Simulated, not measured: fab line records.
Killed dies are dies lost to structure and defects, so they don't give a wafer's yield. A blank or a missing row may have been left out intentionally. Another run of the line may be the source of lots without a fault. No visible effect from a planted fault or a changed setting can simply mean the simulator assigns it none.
A lot that was struck, set against a sound lot :: flow sky130 :: 18 out of 708 route steps
Sound: wafers L633.3, L633.4, L633.6. Wafers struck: L642.2, L642.4, L642.5. The cause is given at the end.
Per side, at each step with rows, come the tool, then ch with its chambers, and then its first start. Under that, the readings that differ: sound wafers :: struck wafers :: difference of the means :: sigmas: that difference in standard deviations of wafers without a fault.
alike: same words and numbers on both sides, and readings whose means sit less than 2 such deviations apart. not compared: any withheld reading, any reading some wafer has no value for, any bound like >300 that may hide the same value, and any number with overlapping values for which the record gives no deviation.
A row with sigmas, a row that says differs or no value, or rows on one side alone: a step with any of these is where the two part. When numbers do not overlap yet have no deviation, they are printed without sigmas and do not part them. Lack of a reading on every wafer of one side parts them only where that side has two or more wafers.

first, 1 step without rows for these wafers: SKY_NWELL_IMPLANT_24.
SKY_NWELL_STRIP_25: strips in O2/N2.
  sound on plasma_asher-01 ch 0,1, day 7 00:35; struck on plasma_asher-02 ch 0,1, day 9 11:44
  alike: drypump_motor_current_A, oes_product_au, strip_time_to_endpoint_s
  not compared: rf_hours_counter_h
SKY_NWELL_TW_MEAS_26:
  struck on film_metro-01, day 9 11:50; sound on film_metro-04, day 7 00:41
reading: NWELL_2_TW
sound: 499 502 501
struck: 490 488 489
difference: -12
sigmas: -3
then, 1 step without rows for these wafers: SKY_NWELL_CLEAN_27 (cleans in SC1/SC2, time 150 s).
SKY_NWELL_RTA_28: time 30 s.
  sound on rtp_anneal-01 ch 0, day 7 00:48; struck on rtp_anneal-02 ch 0, day 9 11:58
  alike: lamp_power_pct, wafer_temp_C_max
SKY_NWELL_RS_MEAS_29: a four-point-probe measurement.
  struck on film_metro-01, day 9 12:04; sound on film_metro-02, day 7 00:55
reading: NWELL_RS (ohm/sq)
sound: 622.9 621.3 622.5
struck: 626.7 625.4 623.7
difference: +3.0
sigmas: +2
SKY_NWELL_RS_MEAS_31: a four-point-probe measurement.
  struck on film_metro-01, day 9 12:18; sound on film_metro-02, day 7 01:09
  alike: PWDE_RS
then, 4 steps without rows for these wafers: SKY_VT_ADJUST_HVTP_DEHYDRATE_00 (time 60 s); SKY_VT_ADJUST_HVTP_HMDS_01 (prime time 60 s); SKY_VT_ADJUST_HVTP_COAT_02 (resist thk 1140 nm); SKY_VT_ADJUST_HVTP_SOFTBAKE_03 (time 60 s).
SKY_VT_ADJUST_HVTP_EXPOSE_04: exposes mask HVTPM, target cd 380 nm.
  sound on iline_stepper-01 ch 0, day 7 11:17; struck on iline_stepper-02 ch 0, day 9 23:17
reading: model.VT_ADJUST_HVTP.overlay_x_nm (nm)
sound: -0.08521 -0.08521 -0.08521
struck: -120.8 -120.8 -120.8
difference: -120.7
sigmas: 
  alike: mask
then, 2 steps without rows for these wafers: SKY_VT_ADJUST_HVTP_PEB_05; SKY_VT_ADJUST_HVTP_DEVELOP_06 (develop time 60 s).
SKY_VT_ADJUST_HVTP_CD_MEAS_07: the cd target is 380 nm.
  struck on cd_sem-02, day 10 10:40; sound on cd_sem-01, day 7 20:56
reading: cd_nm (nm)
sound: 375.2 379.4 378.1
struck: 381.7 380.4 383.2
difference: +4.2
sigmas: +2
SKY_VT_ADJUST_HVTP_OVL_MEAS_08:
  struck on overlay-02, day 10 10:47; sound on overlay-01, day 7 21:02
reading: VT_ADJUST_HVTP_OVL (nm)
sound: -0.1 -0.4 -1.1
struck: -121.3 -122.1 -119.9
difference: -120.6
sigmas: -86
then, 1 step without rows for these wafers: SKY_VT_ADJUST_HVTP_IMPLANT_09.
-- record jumps: 39 days separate the struck wafers' starts on either side; left off in module VT_ADJUST_HVTP, taken up again in module PAD_OPEN, whose first shown step is the route's number 708 --
SKY_PAD_OPEN_PROBE_99:
  struck on prober-02, day 49 15:25; sound on prober-01, day 47 10:10
reading: model.etest.sram_pfet_latch.drive_ua_um
sound: 138 135.2 142.7
struck: 164.6 170.7 170.3
difference: +29.9
sigmas: 

reading: model.etest.pfet_01v8_hvt.drive_ua_um
sound: 141.9 140.1 144
struck: 154.7 155.8 158.3
difference: +14.3
sigmas: 

reading: model.etest.sram_pfet_latch.off_log10_a_um
sound: -12.96 -12.97 -12.63
struck: -11.45 -11.21 -11.22
difference: +1.56
sigmas: 

reading: model.etest.pfet_01v8_hvt.off_log10_a_um
sound: -13.21 -13.21 -13.02
struck: -12.51 -12.31 -12.33
difference: +0.76
sigmas: 

reading: model.etest.sram_pfet_latch.vt_sat_v (V)
sound: -0.7925 -0.8051 -0.7793
struck: -0.6343 -0.6233 -0.6121
difference: +0.1691
sigmas: 

reading: model.etest.pfet_01v8_hvt.vt_sat_v (V)
sound: -0.8295 -0.8253 -0.8209
struck: -0.7356 -0.7311 -0.7265
difference: +0.0942
sigmas: 

reading: model.etest.sram_pfet_latch.vt_v (V)
sound: -0.9197 -0.9335 -0.91
struck: -0.8373 -0.8352 -0.8196
difference: +0.0904
sigmas: 

reading: model.etest.pfet_01v8_hvt.vt_v (V)
sound: -0.8967 -0.8955 -0.891
struck: -0.8355 -0.8369 -0.8291
difference: +0.0606
sigmas: 
  alike: killed_at_M0_to_M3, killed_at_M4_up, killed_at_contacts, killed_at_front_end, killed_at_other, killed_dies, killed_open, killed_short

## WHERE THEY PART
At SKY_NWELL_TW_MEAS_26 first; at SKY_VT_ADJUST_HVTP_OVL_MEAS_08 last (within this record only). Later steps at which nothing parts them and some readings are alike: SKY_PAD_OPEN_PROBE_99.

WHY: whatever the simulator had introduced
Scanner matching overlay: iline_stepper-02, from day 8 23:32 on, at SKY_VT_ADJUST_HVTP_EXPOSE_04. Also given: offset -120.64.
